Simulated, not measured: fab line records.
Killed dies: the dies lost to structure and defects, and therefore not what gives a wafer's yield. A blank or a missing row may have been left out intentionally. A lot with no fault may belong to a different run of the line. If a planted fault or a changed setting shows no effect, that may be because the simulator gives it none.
Struck lot and sound lot, side by side	flow sky130	17 out of 708 route steps
Sound: the wafers L466.1, L466.4, L466.6. Wafers struck: L486.1, L486.3, L486.5. The cause comes at the end.
For every step that has rows: the tool of each side, followed by ch and its chambers, followed by its first start. Under that, the readings that differ: sound wafers	struck wafers	difference of the means	sigmas: that difference in standard deviations of wafers without a fault.
alike: words and numbers the same on both sides, and readings whose means are apart by under 2 such deviations; not compared: readings that were withheld, readings missing a value for some wafer, numbers with overlapping values and no deviation given by the record, and bounds like >300 which may hide the same value.
The two part at a step that has a row with sigmas, a row that says differs or no value, or rows on one side only. Non-overlapping numbers with no deviation appear without sigmas and do not part them. A reading that every wafer of one side lacks parts them only if that side has two wafers or more.

SKY_LOCAL_INTERCONNECT_RS_MEAS_01: the measuring method here is four-point-probe.
  struck on film_metro-04, day 35 18:59; sound on film_metro-02, day 29 18:41
  alike: LOCAL_INTERCONNECT_TIN_RS
SKY_LOCAL_INTERCONNECT_THK_MEAS_02: measures by xrf.
  struck on film_metro-04, day 35 19:07; sound on film_metro-02, day 29 18:49
  alike: LOCAL_INTERCONNECT_TIN_THK
then, 8 steps without rows for these wafers: SKY_LOCAL_INTERCONNECT_DEHYDRATE_03 (time 60 s); SKY_LOCAL_INTERCONNECT_HMDS_04 (prime time 60 s); SKY_LOCAL_INTERCONNECT_COAT_05 (resist thk 60 nm); SKY_LOCAL_INTERCONNECT_COAT_06 (resist thk 446.2 nm); SKY_LOCAL_INTERCONNECT_SOFTBAKE_07 (time 90 s); SKY_LOCAL_INTERCONNECT_EXPOSE_08 (exposes mask LI1M, target cd 170 nm); SKY_LOCAL_INTERCONNECT_PEB_09; SKY_LOCAL_INTERCONNECT_DEVELOP_10 (develop time 60 s).
SKY_LOCAL_INTERCONNECT_CD_MEAS_11: the cd target is 170 nm.
  struck on cd_sem-01, day 36 21:14; sound on cd_sem-02, day 30 22:04
  alike: cd_nm
SKY_LOCAL_INTERCONNECT_OVL_MEAS_12:
  struck on overlay-01, day 36 21:21; sound on overlay-01, day 30 22:11
  alike: LOCAL_INTERCONNECT_OVL
SKY_LOCAL_INTERCONNECT_ETCH_13: etches BARC in N2/H2, stops on SiO2, time 45.9 s, target depth 60 nm.
  sound on rie_metal-01 ch 0,1, day 30 22:13; struck on rie_metal-03 ch 0, day 36 21:23
reading	sound	struck	difference	sigmas
rf_fwd_power_W (W)	489.6 490.8 494.7	415.5 418.0 417.6	-74.7	-34
model.KrF-thick_of_LOCAL_INTERCONNECT_COAT_06.thk_nm (nm)	389.7 387.9 388	395.3 395.5 395.7	+7.0	
  alike: drypump_motor_current_A, oes_product_au, throttle_valve_pct
  not compared: rf_hours_counter_h
SKY_LOCAL_INTERCONNECT_METAL_ETCH_14: etches TiN in Cl2/BCl3, stops on PSG, target depth 110 nm, time 31.4 s.
  sound on rie_metal-01 ch 0,1, day 30 22:17; struck on rie_metal-03 ch 0, day 36 21:27
reading	sound	struck	difference	sigmas
model.KrF-thick_of_LOCAL_INTERCONNECT_COAT_06.thk_nm (nm)	344.7 343 343.8	351.6 351.5 352.1	+7.9	
  alike: drypump_motor_current_A, oes_product_au, rf_fwd_power_W, throttle_valve_pct
  not compared: rf_hours_counter_h
SKY_LOCAL_INTERCONNECT_STRIP_15: strips in O2/N2.
  sound on plasma_asher-03 ch 0,1, day 30 22:20; struck on plasma_asher-03 ch 0,1, day 36 21:30
reading	sound	struck	difference	sigmas
oes_product_au (a.u.)	0.418 0.417 0.427	0.425 0.433 0.434	+0.010	+2
strip_time_to_endpoint_s (s)	4.680 4.671 4.662	4.755 4.754 4.755	+0.084	+4
  alike: drypump_motor_current_A
  not compared: rf_hours_counter_h
then, 1 step without rows for these wafers: SKY_LOCAL_INTERCONNECT_STRIP_16 (strips in post etch residue remover, time 1200 s).
-- the record jumps here: 14 days lie between the struck wafers' starts before and after (it left off in module LOCAL_INTERCONNECT and takes up again in module PAD_OPEN, whose first step shown is number 708 of the route) --
SKY_PAD_OPEN_PROBE_99:
  struck on prober-02, day 50 09:46; sound on prober-01, day 46 05:25
reading	sound	struck	difference	sigmas
killed_at_contacts	23 40 28	20 13 17	-14	-2
killed_open	57 64 54	38 38 43	-19	-2
  alike: killed_at_M0_to_M3, killed_at_M4_up, killed_at_front_end, killed_at_other, killed_dies, killed_short

== WHERE THEY PART ==
Earliest at SKY_LOCAL_INTERCONNECT_ETCH_13; latest, in this record, at SKY_PAD_OPEN_PROBE_99.

WHY: what the simulator had put in
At SKY_LOCAL_INTERCONNECT_ETCH_13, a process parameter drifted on rie_metal-03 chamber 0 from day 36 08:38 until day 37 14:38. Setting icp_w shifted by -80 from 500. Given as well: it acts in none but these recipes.
